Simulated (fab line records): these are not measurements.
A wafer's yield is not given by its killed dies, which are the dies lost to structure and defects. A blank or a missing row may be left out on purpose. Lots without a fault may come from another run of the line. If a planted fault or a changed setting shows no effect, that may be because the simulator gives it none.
Which of the tools did it?	flow sky130	42 wafers from 14 lots sampled at 2 of the route's 708 steps

WHAT THE GAUGES SHOWED, per wafer
SKY_VT_ADJUST_NCORE_CD_MEAS_07 targets a cd of 380 nm.
lot	measured	on	cd_nm (nm)
L419	day 8 19:11	cd_sem-01	379.5 381.7 379.5
L421	day 9 08:27	cd_sem-02	379.8 379.1 380.0
L422	day 9 17:50	cd_sem-01	379.3 381.3 381.9
L423	day 9 21:37	cd_sem-01	381.8 377.7 378.8
L424	day 10 16:29	cd_sem-01	379.0 378.6 377.6
L426	day 10 19:23	cd_sem-02	378.0 373.1 375.1
L425	day 10 20:50	cd_sem-01	377.3 379.2 376.9
L427	day 11 14:16	cd_sem-01	381.2 380.8 382.7
L428	day 11 14:44	cd_sem-02	380.8 381.4 379.7
L430	day 11 20:50	cd_sem-02	382.6 380.0 379.8
L432	day 12 15:13	cd_sem-02	380.1 381.2 382.3
L433	day 12 21:17	cd_sem-01	377.5 380.8 378.0
L438	day 14 18:21	cd_sem-01	376.4 376.8 376.1
L439	day 14 20:15	cd_sem-01	375.5 376.9 379.0

EACH LOT AND THE TOOL THAT RAN IT (in order: tool; ch and the chambers of the sampled wafers; start)
lot	SKY_NWELL_DEVELOP_09
L419	litho_track-02 ch 0, day 4 17:00
L421	litho_track-04 ch 0, day 5 04:00
L422	litho_track-01 ch 0, day 5 12:00
L423	litho_track-04 ch 0, day 5 18:00
L424	litho_track-02 ch 0, day 6 05:00
L426	litho_track-01 ch 0, day 6 13:00
L425	litho_track-02 ch 0, day 6 13:00
L427	litho_track-02 ch 0, day 6 21:00
L428	litho_track-02 ch 0, day 7 00:00
L430	litho_track-02 ch 0, day 7 10:00
L432	litho_track-01 ch 0, day 8 00:00
L433	litho_track-01 ch 0, day 8 05:00
L438	litho_track-01, day 9 12:00
L439	litho_track-04, day 9 16:00
- SKY_NWELL_DEVELOP_09: develop time 60 s.

WHAT THE TOOLS THEMSELVES READ (means of the sampled wafers that have a number; where no wafer has one, the mark that the record gives instead)
SKY_NWELL_DEVELOP_09.
lot	tool	chill_plate_temp_C (C)	exhaust_pa (Pa)
L419	litho_track-02	22.87	46.5
L421	litho_track-04	23.08	44.4
L422	litho_track-01	22.98	43.8
L423	litho_track-04	22.88	44.8
L424	litho_track-02	22.93	44.9
L426	litho_track-01	22.98	44.5
L425	litho_track-02	22.80	45.7
L427	litho_track-02	22.95	44.8
L428	litho_track-02	22.94	45.4
L430	litho_track-02	22.98	44.5
L432	litho_track-01	22.93	44.4
L433	litho_track-01	23.00	45.6
L438	litho_track-01	-	-
L439	litho_track-04	-	-

THE ANSWER, worked out from the rows above alone
Rule: usual is defined by the lots themselves. Put in order of their means at a reading, lots are off if they are a third of the lots or fewer, leave a main group of 4 or more, and stand apart from it by a gap of 3 or more times the standard deviation of the main group's means; of several such gaps the widest counts. A main group is skipped when, at the precision printed for the reading in the tables above, its means are all equal. Also off: a lot with no number at a reading for which 4 or more lots have one. Where the step has rows for the other lots, those lots are counted as sound. After the gauges, taken in route order, come the tools' own readings; for these a lot's mean is taken, as printed above. The first step at which some lot is off is used, and at that step the reading that is off furthest; a lot without a number counts as furthest.
Off, at SKY_NWELL_DEVELOP_09 on chill_plate_temp_C: L438, L439. Without a number there: L438, L439. Mean 22.94 C and standard deviation 0.068 in the main group.
A tool fits if, at that step or a process step before it, it ran every lot that is off, and no sound lot after the first of them. Not one of the candidates tried fits.

WHAT THE SIMULATOR HAD PUT IN
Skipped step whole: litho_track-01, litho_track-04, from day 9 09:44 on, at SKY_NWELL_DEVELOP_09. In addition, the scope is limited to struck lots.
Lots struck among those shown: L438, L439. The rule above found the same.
